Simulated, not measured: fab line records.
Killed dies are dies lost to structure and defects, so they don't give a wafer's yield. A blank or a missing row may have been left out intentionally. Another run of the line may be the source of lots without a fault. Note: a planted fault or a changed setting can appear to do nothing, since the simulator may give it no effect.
Matching of chambers / flow gf180mcu / cmp-01 running GF_V1_CMP_04: 4 sister chambers
The step polishes SiO2. 8 wafers are shown with their chamber, then 7 later ones without.

## EACH WAFER AND ITS CHAMBER
wafer=L126.2; chamber=2; motorCurrentA (A)=10.5; slurryFilterDpKPa (kPa)=13.42
wafer=L127.1; chamber=1; motorCurrentA (A)=13.5; slurryFilterDpKPa (kPa)=13.57
wafer=L131.1; chamber=2; motorCurrentA (A)=10.7; slurryFilterDpKPa (kPa)=13.38
wafer=L132.2; chamber=0; motorCurrentA (A)=10.7; slurryFilterDpKPa (kPa)=13.55
wafer=L132.4; chamber=1; motorCurrentA (A)=14.0; slurryFilterDpKPa (kPa)=13.52
wafer=L133.3; chamber=3; motorCurrentA (A)=12.7; slurryFilterDpKPa (kPa)=13.63
wafer=L133.5; chamber=0; motorCurrentA (A)=11.3; slurryFilterDpKPa (kPa)=13.49
wafer=L133.6; chamber=3; motorCurrentA (A)=13.2; slurryFilterDpKPa (kPa)=13.58

## WAFERS MISSING THEIR CHAMBER
wafer=L134.2; motorCurrentA (A)=10.4; slurryFilterDpKPa (kPa)=13.32
wafer=L134.3; motorCurrentA (A)=14.0; slurryFilterDpKPa (kPa)=13.51
wafer=L134.6; motorCurrentA (A)=10.3; slurryFilterDpKPa (kPa)=13.54
wafer=L143.1; motorCurrentA (A)=13.8; slurryFilterDpKPa (kPa)=13.53
wafer=L148.3; motorCurrentA (A)=11.1; slurryFilterDpKPa (kPa)=13.46
wafer=L148.5; motorCurrentA (A)=10.2; slurryFilterDpKPa (kPa)=13.46
wafer=L148.6; motorCurrentA (A)=12.8; slurryFilterDpKPa (kPa)=13.53

## CHAMBER TAKEN BY EACH
wafer=L134.2; from the rows above=2; in truth=2
wafer=L134.3; from the rows above=1; in truth=1
wafer=L134.6; from the rows above=can't be placed: 0 or 2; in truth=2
wafer=L143.1; from the rows above=1; in truth=1
wafer=L148.3; from the rows above=can't be placed: 0 or 2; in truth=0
wafer=L148.5; from the rows above=can't be placed: 2 or 0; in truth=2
wafer=L148.6; from the rows above=can't be placed: 3 or 1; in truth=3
3 of 7 placed correctly. Can't be placed from these rows: 4 (the true chamber is among the candidates in 4). Number placed wrongly: 0.
How it was worked out, from the rows above alone: a wafer's distance from a chamber is the root of the sum, over the readings, of the square of ((its reading less the chamber's mean) divided by the reading's scatter). If the next closest chamber is less than 2 further off than the closest, the wafer can't be placed; otherwise it belongs to the closest. The mean given for a chamber averages the wafers shown for that chamber. The scatter: take each reading less its chamber's mean, square it, sum over the shown wafers, divide by the number of wafers less the number of chambers, and take the root.
